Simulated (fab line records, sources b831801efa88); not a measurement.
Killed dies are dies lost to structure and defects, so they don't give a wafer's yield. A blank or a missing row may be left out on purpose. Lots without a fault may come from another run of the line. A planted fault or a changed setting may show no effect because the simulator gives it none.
Which tool did it? | flow gf180mcu | 13 lots, 38 wafers sampled, at 5 steps of a route of 602

WHAT THE GAUGES READ, wafer by wafer
GF_M1_OVL_MEAS_15.
lot  | measured     | on         | M1_OVL (nm)
L667 | day 17 06:19 | overlay-02 | 1 -11 -7
L668 | day 17 15:44 | overlay-02 | -1 3 3
L670 | day 18 10:37 | overlay-01 | -10 -8 -6
L671 | day 18 11:37 | overlay-01 | -1 0 -1
L673 | day 19 14:14 | overlay-02 | -3 -1 -3
L674 | day 20 06:26 | overlay-01 | 0 5
L682 | day 22 17:44 | overlay-01 | -5 -1 2
L685 | day 23 10:53 | overlay-01 | 9 5 4
L686 | day 24 02:08 | overlay-02 | -7 -10 -15
L687 | day 24 03:05 | overlay-01 | -7 -8 -5
L688 | day 24 11:20 | overlay-02 | -12 -4 -13
L689 | day 24 19:26 | overlay-01 | 5 0 1
L690 | day 25 04:07 | overlay-02 | -1 -5 2

GF_M4_CD_MEAS_14: target cd 280 nm.
lot  | measured     | on        | cd_nm (nm)
L667 | day 23 16:05 | cd_sem-02 | 282.8 282.6 282.2
L668 | day 23 23:25 | cd_sem-01 | 280.5 280.4 279.1
L670 | day 24 16:35 | cd_sem-02 | 281.0 281.2 280.8
L671 | day 24 18:47 | cd_sem-02 | 279.7 279.6 279.5
L673 | day 25 16:50 | cd_sem-01 | 278.6 266.5 279.0
L674 | day 26 07:55 | cd_sem-01 | 267.3 279.3
L682 | day 28 11:13 | cd_sem-02 | 281.3 280.8 280.6
L685 | day 29 01:09 | cd_sem-02 | 279.7 280.1 279.8
L686 | day 29 14:23 | cd_sem-01 | 279.2 280.1 279.2
L687 | day 29 15:44 | cd_sem-02 | 278.9 278.9 279.3
L688 | day 29 22:03 | cd_sem-01 | 278.9 279.6 279.6
L689 | day 30 05:25 | cd_sem-02 | 280.3 281.2 282.1
L690 | day 30 12:26 | cd_sem-02 | 281.8 281.0 280.4

GF_M4_OVL_MEAS_15.
lot  | measured     | on         | M4_OVL (nm)
L667 | day 23 16:10 | overlay-02 | 1 -2 0
L668 | day 23 23:31 | overlay-02 | 4 6 14
L670 | day 24 16:43 | overlay-01 | -3 -4 -4
L671 | day 24 18:55 | overlay-02 | 3 4 9
L673 | day 25 16:56 | overlay-01 | 8 3 2
L674 | day 26 07:59 | overlay-01 | 2 -1
L682 | day 28 11:20 | overlay-01 | -1 -3 -4
L685 | day 29 01:16 | overlay-01 | 12 7 14
L686 | day 29 14:29 | overlay-01 | 2 6 3
L687 | day 29 15:49 | overlay-01 | -5 0 1
L688 | day 29 22:10 | overlay-01 | 1 -1 -1
L689 | day 30 05:32 | overlay-02 | -2 -2 -4
L690 | day 30 12:31 | overlay-02 | -1 -7 1

WHICH TOOL RAN EACH LOT (tool, then ch and the chambers of the sampled wafers, then the start)
lot  | GF_V3_STRIP_18                       | GF_M4_EXPOSE_11
L667 | plasma_asher-03 ch 0,1, day 22 16:14 | krf_scanner-01 ch 0, day 23 04:57
L668 | plasma_asher-04 ch 0,1, day 22 23:14 | krf_scanner-01 ch 0, day 23 12:25
L670 | plasma_asher-04 ch 0,1, day 23 17:34 | krf_scanner-01 ch 0, day 24 05:49
L671 | plasma_asher-03 ch 0,1, day 23 19:09 | krf_scanner-02 ch 0, day 24 08:02
L673 | plasma_asher-03 ch 0,1, day 24 18:00 | krf_scanner-01 ch 0, day 25 06:16
L674 | plasma_asher-04 ch 0,1, day 25 09:57 | krf_scanner-01 ch 0, day 25 21:47
L682 | plasma_asher-01 ch 0,1, day 27 13:51 | krf_scanner-02 ch 0, day 28 01:13
L685 | plasma_asher-04 ch 0,1, day 28 04:29 | krf_scanner-02 ch 0, day 28 15:52
L686 | plasma_asher-04 ch 0,1, day 28 18:11 | krf_scanner-02 ch 0, day 29 05:21
L687 | plasma_asher-01 ch 0,1, day 28 19:17 | krf_scanner-01 ch 0, day 29 07:01
L688 | plasma_asher-01 ch 0,1, day 29 01:57 | krf_scanner-01 ch 0, day 29 12:50
L689 | plasma_asher-04 ch 0,1, day 29 09:08 | krf_scanner-01 ch 0, day 29 20:00
L690 | plasma_asher-03 ch 0,1, day 29 16:25 | krf_scanner-02 ch 0, day 30 03:55
- GF_V3_STRIP_18: strips in O2/N2.
- GF_M4_EXPOSE_11: exposes mask Metal4, target cd 280 nm.

WHAT THE TOOLS THEMSELVES READ (means of the sampled wafers that have a number; where no wafer has one, the mark that the record gives instead)
GF_V3_STRIP_18.
lot  | tool            | drypump_motor_current_A (A) | heater_power_w (W) | n2_flow_sccm (sccm) | oes_product_au (a.u.)
L667 | plasma_asher-03 | 5.8                         | 343                | 300.4               | 0.591
L668 | plasma_asher-04 | 5.4                         | 286                | 300.4               | 0.598
L670 | plasma_asher-04 | 5.4                         | 288                | 301.7               | 0.592
L671 | plasma_asher-03 | 5.8                         | 340                | 299.9               | 0.595
L673 | plasma_asher-03 | 6.2                         | 355                | 300.1               | 0.597
L674 | plasma_asher-04 | 5.3                         | 285                | 299.6               | 0.593
L682 | plasma_asher-01 | 5.5                         | 342                | 299.4               | 0.593
L685 | plasma_asher-04 | 5.3                         | 288                | 300.5               | 0.592
L686 | plasma_asher-04 | 5.3                         | 287                | 300.5               | 0.588
L687 | plasma_asher-01 | 5.5                         | 345                | 299.5               | 0.592
L688 | plasma_asher-01 | 5.5                         | 348                | 300.6               | 0.595
L689 | plasma_asher-04 | 5.3                         | 287                | 300.3               | 0.591
L690 | plasma_asher-03 | 6.1                         | 361                | 300.6               | 0.592

THE ANSWER, worked out from the rows above alone
Rule: what is usual is taken from the lots themselves. Put in order of their means at a reading, lots are off if they are a third of the lots or fewer, leave a main group of 4 or more, and stand apart from it by a gap of 3 or more times the standard deviation of the main group's means; of several such gaps the widest counts. A main group whose means are all the same, to the digits that the tables above print for the reading, isn't used. A lot without any number at a reading at which 4 lots or more have one is off too. The other lots that the step has rows for count as sound. The gauges are gone through in route order, then the tools' own readings, and for those a lot's mean is taken as printed above. The first step at which some lot is off is used, and at that step the reading that is off furthest; a lot without a number counts as furthest.
Off: L673, L674, at GF_M4_CD_MEAS_14 (cd_nm). The main group: mean 280.4 nm, standard deviation 1.
A tool fits if, at a process step before that reading, it ran every lot that is off, and no sound lot after the first of them. The gauges at GF_M4_CD_MEAS_14 are tried like those tools. None of those tried fits.

WHAT THE SIMULATOR HAD PUT IN
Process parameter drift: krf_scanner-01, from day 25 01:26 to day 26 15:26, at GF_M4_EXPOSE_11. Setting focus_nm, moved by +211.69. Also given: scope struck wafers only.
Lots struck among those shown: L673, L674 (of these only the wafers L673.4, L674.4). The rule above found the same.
